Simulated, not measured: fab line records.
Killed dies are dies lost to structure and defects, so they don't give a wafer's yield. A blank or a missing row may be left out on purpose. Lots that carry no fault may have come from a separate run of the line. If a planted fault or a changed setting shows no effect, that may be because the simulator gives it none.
Problem report, 8D (eight disciplines) form, completed by code ; flow sky130 ; the parts of the form that need people (team, actions taken, sign-off) are left out

== 1. WHAT WENT WRONG ==
METAL2_ALCU_RS at SKY_METAL2_RS_MEAS_05 reads a mean of 0.1093 ohm/sq on 1 wafer of 1 lot; wafers without a fault read 0.1266 ohm/sq with a standard deviation of 0.0015. Measured from the usual mean, that is -12 standard deviations.
The step: measures by four-point-probe.
The first sign was on wafer L182.2 at day 37 21:03, on film metro-01. The record has a number at this step for 32 wafers belonging to 11 lots. Rule for "out", or "out of limits": more than 4 standard deviations from the usual mean. The other wafers with a number count as sound.

== 2. WHAT IT IS; WHAT IT IS NOT ==
question;is;is not
which readings at this step;METAL2_ALCU_RS;-
which lots;L182;L172, L173, L174, L175, L181, L184, L185, L189, L191, L193
which wafers of those lots;L182.2;L182.3
read on which gauges;film metro-01;film metro-02, film metro-03
when;from day 37 21:03;"up to then (16 sound wafers); but 15 sound wafers of L184, L185, L189, L191, L193 came after"

== 3. THE SUSPECTS, EACH WITH WHAT RULES IT OUT ==
Counting: any tool at a process step up to the reading remains a suspect provided it ran every lot that is out. Sound lots after the first of them don't rule it out here, since some wafers of a struck lot are sound.
- the gauge at SKY_METAL2_RS_MEAS_05: kept. All the wafers that are out were read on film metro-01, and no step on other tools shows them out.
- rie metal-01 at SKY_METAL1_DESCUM_17 (chemistry O2, time 8 s): kept. The lot that is out, L182, ran on it at day 36 15:55; the last sound lot it ran before that was L181, at day 36 14:37.
- plasma asher-03 at SKY_VIA1_STRIP_16 (strips in O2/N2): kept. The lot that is out, L182, ran on it at day 37 19:31; the last sound lot it ran before that was L175, at day 35 18:52.
- pvd sputter-01 at SKY_METAL2_SPUTTER_02 (material AlCu, target thk 250 nm, time 13.3 s): kept. The lot that is out, L182, ran on it at day 37 20:56; the last sound lot it ran before that was L181, at day 37 20:02.
- At SKY_METAL1_DESCUM_17 on rie metal-01, chamber 1 took the sound wafers of the same lots and chamber 0 took the wafers that are out.
- At SKY_VIA1_STRIP_16 on plasma asher-03, chamber 0 took the sound wafers of the same lots and chamber 1 took the wafers that are out.
Left after counting: rie metal-01 at SKY_METAL1_DESCUM_17, plasma asher-03 at SKY_VIA1_STRIP_16, pvd sputter-01 at SKY_METAL2_SPUTTER_02, film metro-01 at SKY_METAL2_RS_MEAS_05.

== 4. THE CAUSE (what the simulator had put in) ==
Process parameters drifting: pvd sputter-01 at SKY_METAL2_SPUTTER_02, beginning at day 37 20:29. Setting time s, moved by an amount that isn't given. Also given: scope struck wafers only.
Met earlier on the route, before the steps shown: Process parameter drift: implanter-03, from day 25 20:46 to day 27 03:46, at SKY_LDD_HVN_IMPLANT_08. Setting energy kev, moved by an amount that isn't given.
Counting left 4 suspects, and this tool is among them.

== 5. THE CHAIN OF EFFECTS, in route order ==
Each row: a reading where the mean over the struck wafers with a number is more than 3 standard deviations away from the usual. Scope: only readings with a usual standard deviation given in the record; hours: median across lots of the time from each lot's start at the first step in this table that gives one to its start at this step; sigmas: change in usual standard deviations.
hours;step;reading;usual;on struck wafers;change;sigmas
0;SKY_METAL2_RS_MEAS_05;METAL2_ALCU_RS;0.1266 ohm/sq;0.1093;-0.0173;-12
0;SKY_METAL2_THK_MEAS_06;METAL2_ALCU_THK;248 nm;287;+39;+13
Later steps that measure or inspect, where all struck wafers having a row at the step show a number for every such reading and not one has moved that far: SKY_METAL2_CD_MEAS_15.

== 6. WHAT WOULD HAVE CAUGHT IT SOONER ==
In this record the first reading out of limits at a measuring or inspecting step was taken at day 37 21:03, 1 hour after the fault began at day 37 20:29.
Tool readings at SKY_METAL2_SPUTTER_02 with a usual standard deviation given in the record: none out on any struck wafer, hence no alarm at a limit of 4 standard deviations on them.
By day 37 21:03, every lot that is out (1) had started SKY_METAL2_SPUTTER_02 on pvd sputter-01. None of them would have been spared by holding the tool at that moment.
